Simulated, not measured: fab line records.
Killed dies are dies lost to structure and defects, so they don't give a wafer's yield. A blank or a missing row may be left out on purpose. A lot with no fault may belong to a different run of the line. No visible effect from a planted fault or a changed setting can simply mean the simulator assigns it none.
8D (eight disciplines) problem report, filled in by code / flow gf180mcu / the parts of the form that need people (team, actions taken, sign-off) are left out

## 1. THE ISSUE
Wafers without a fault read 7.499e+12, standard deviation 8.4e+09; dose-ions-cm2 at GF_HV_LDD_IMPLANT_34 reads a mean of 8.231e+12 on 6 wafers belonging to 2 lots. Measured from the usual mean, that is +87 standard deviations.
Earliest sighting: wafer L515.1 on implanter-04 at day 13 04:15. Wafers with a number at this step in the record: 42, from 14 lots. The rule behind "out" and "out of limits": a value lying over 4 standard deviations away from the usual mean. All remaining wafers that have a number are taken as sound.

## 2. WHAT IT IS, WHAT IT ISN'T
question=which readings at this step | is=dose-ions-cm2 | is not=-
question=which lots | is=L515, L516 | is not=L510, L511, L512, L514, L524, L525, L528, L529, L530, L531, L532, L533
question=which wafers of those lots | is=all that have a number | is not=-
question=read on which tools | is=implanter-04 | is not=implanter-01, implanter-03
question=when | is=from day 13 04:15 | is not=up to then (12 sound wafers); but 24 sound wafers of L524, L525, L528, L529, L530, L531, L532, L533 came after

## 3. THE SUSPECTS, EACH WITH WHAT RULES IT OUT
Counting: a tool stays on the suspect list if, at a process step up to the reading, it processed all lots that are out and no sound lot following the first of them.
- implanter-04 at GF_HV_LDD_IMPLANT_34: ruled out as a lasting fault. Following L515 (day 13 04:15), the first lot on it that is out, the sound lots L528, L529, L533 were run on it.
Left after counting: nothing in the record.

## 4. THE CAUSE (what the simulator had put in)
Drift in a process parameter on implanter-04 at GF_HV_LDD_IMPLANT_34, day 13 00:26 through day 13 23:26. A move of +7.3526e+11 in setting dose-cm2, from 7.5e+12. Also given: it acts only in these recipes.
Counting ruled it out, wrongly.

## 5. THE CHAIN OF EFFECTS, in route order
Each row: a reading whose mean over the struck wafers that have a number lies more than 3 standard deviations from the usual. Only readings for which the record gives a usual standard deviation are gone through. hours: the time from each lot's start at the first step in this table that gives one to its start at this step, as a median over the lots. sigmas: the change in usual standard deviations.
hours=0; step=GF_HV_LDD_IMPLANT_34; reading=dose-ions-cm2; usual=7.499e+12; on struck wafers=8.231e+12; change=+7.320e+11; sigmas=+87
hours=0; step=GF_HV_LDD_IMPLANT_34; reading=faraday-current-uA; usual=42.3; on struck wafers=46.4; change=+4.1; sigmas=+4.7
Process steps it contains:
- GF_HV_LDD_IMPLANT_34

## 6. WHAT WOULD HAVE CAUGHT IT SOONER
First out-of-limits reading in this record: day 13 04:15, which is 4 hours after fault onset at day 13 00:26.
